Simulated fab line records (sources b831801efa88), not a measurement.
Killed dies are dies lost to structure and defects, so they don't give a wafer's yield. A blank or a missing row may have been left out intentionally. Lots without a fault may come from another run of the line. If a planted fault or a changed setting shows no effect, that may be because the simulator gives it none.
Comparing a struck lot with a sound one || flow gf180mcu || 27 out of 602 route steps
Sound: these wafers, L581.2, L581.5, L581.6. Wafers struck: L584.1, L584.2, L584.3. The cause is given at the end.
For every step that has rows: the tool of each side, followed by ch and its chambers, followed by its first start. Under that, the readings that differ: sound wafers || struck wafers || difference of the means || sigmas: that difference in standard deviations of wafers without a fault.
alike: readings with means less than 2 such deviations apart, plus words and numbers identical on both sides. not compared: withheld readings, readings lacking a value on some wafer, bounds such as >300 that could conceal the same value, and numbers that have no deviation in the record and whose values overlap.
A row with sigmas, a row that says differs or no value, or rows on one side alone: a step with any of these is where the two part. Numbers that don't overlap but have no deviation are shown without sigmas and don't part them. Lack of a reading on every wafer of one side parts them only where that side has two or more wafers.

first, 6 steps without rows for these wafers: GF_TOP_METAL_HMDS_08 (prime time 60 s); GF_TOP_METAL_COAT_09 (resist thk 1500 nm); GF_TOP_METAL_SOFTBAKE_10 (time 60 s); GF_TOP_METAL_EXPOSE_11 (exposes mask MetalTop, target cd 440 nm); GF_TOP_METAL_PEB_12; GF_TOP_METAL_DEVELOP_13 (develop time 60 s).
GF_TOP_METAL_CD_MEAS_14 targets a cd of 440 nm.
  struck on cdSem-01, day 31 11:10; sound on cdSem-01, day 30 15:58
  alike: cdNm
GF_TOP_METAL_OVL_MEAS_15:
  struck on overlay-02, day 31 11:17; sound on overlay-01, day 30 16:04
  alike: TOP_METAL_OVL
GF_TOP_METAL_METAL_ETCH_16: etches the open film in Cl2/BCl3, stops on SiO2, target depth 1197 nm, time 199.5 s.
  sound on rieMetal-04 ch 0,1, day 30 16:06; struck on rieMetal-04 ch 0,1, day 31 11:19
  alike: chamberPressureMTorr, drypumpMotorCurrentA, heBacksideLeakSccm, oesProductAu, throttleValvePct
  not compared: rfHoursCounterH
GF_TOP_METAL_STRIP_17: strips in O2/N2.
  sound on plasmaAsher-04 ch 0,1, day 30 16:17; struck on plasmaAsher-03 ch 0,1, day 31 11:31
  alike: chamberPressureMTorr, drypumpMotorCurrentA, heaterPowerW, oesProductAu, stripTimeToEndpointS
  not compared: rfHoursCounterH
then, 2 steps without rows for these wafers: GF_TOP_METAL_STRIP_18 (strips in post etch residue remover, time 1200 s); GF_TOP_METAL_CLEAN_19 (cleans in DIW).
GF_PASSIVATION_CVD_00: deposits SiO2 from TEOS, target thk 1000 nm, time 111.95 s.
  sound on pecvd-04 ch 0,2, day 30 16:49; struck on pecvd-01 ch 0,1,2, day 31 12:07
  no value came back on the struck wafers for heaterPowerOuterW (W), heaterPowerW (W), susceptorTempC (C); on the sound wafers heaterPowerOuterW (W) reads 368 336 266
GF_PASSIVATION_CVD_02: deposits Si3N4, target thk 700 nm, time 486.18 s.
  sound on pecvd-01 ch 0,1, day 30 16:58; struck on pecvd-03 ch 0,1,2, day 31 12:14
  alike: heaterPowerOuterW, heaterPowerW, susceptorTempC
GF_PASSIVATION_THK_MEAS_03:
  struck on filmMetro-04, day 31 12:32; sound on filmMetro-04, day 30 17:16
  alike: PASSIVATION_CVD_02_THK
then, 7 steps without rows for these wafers: GF_PASSIVATION_DEHYDRATE_04 (time 60 s); GF_PASSIVATION_HMDS_05 (prime time 60 s); GF_PASSIVATION_COAT_06 (resist thk 4000 nm); GF_PASSIVATION_SOFTBAKE_07; GF_PASSIVATION_EXPOSE_08 (exposes mask Pad, target cd 40000 nm); GF_PASSIVATION_PEB_09; GF_PASSIVATION_DEVELOP_10 (develop time 60 s).
GF_PASSIVATION_ETCH_11: etches the open film in CF4/O2, stops on TiN, target depth 2040 nm, time 453.3 s.
  sound on rieDiel-01 ch 1,2,3, day 31 10:49; struck on rieDiel-04 ch 0,2,3, day 32 05:40
  alike: chamberPressureMTorr, drypumpMotorCurrentA, oesProductAu, throttleValvePct
  not compared: rfHoursCounterH
GF_PASSIVATION_STRIP_12: strips in O2/N2.
  sound on plasmaAsher-02 ch 0,1, day 31 11:05; struck on plasmaAsher-02 ch 0,1, day 32 06:04
  alike: chamberPressureMTorr, drypumpMotorCurrentA, heaterPowerW, oesProductAu, stripTimeToEndpointS
  not compared: rfHoursCounterH
then, 1 step without rows for these wafers: GF_PASSIVATION_ANNEAL_13 (time 1800 s).
GF_PASSIVATION_BOW_MEAS_14:
  struck on filmMetro-03, day 32 07:40; sound on filmMetro-03, day 31 12:42
  alike: PASSIVATION_BOW
after that, 1 step had no rows for these wafers: GF_PASSIVATION_PROBE_99.

WHERE THEY PART
Only at GF_PASSIVATION_CVD_00, as far as this record shows. Later steps at which nothing parts them and some readings are alike: GF_PASSIVATION_CVD_02, GF_PASSIVATION_THK_MEAS_03, GF_PASSIVATION_ETCH_11, GF_PASSIVATION_STRIP_12, GF_PASSIVATION_BOW_MEAS_14.

WHY: whatever the simulator had introduced
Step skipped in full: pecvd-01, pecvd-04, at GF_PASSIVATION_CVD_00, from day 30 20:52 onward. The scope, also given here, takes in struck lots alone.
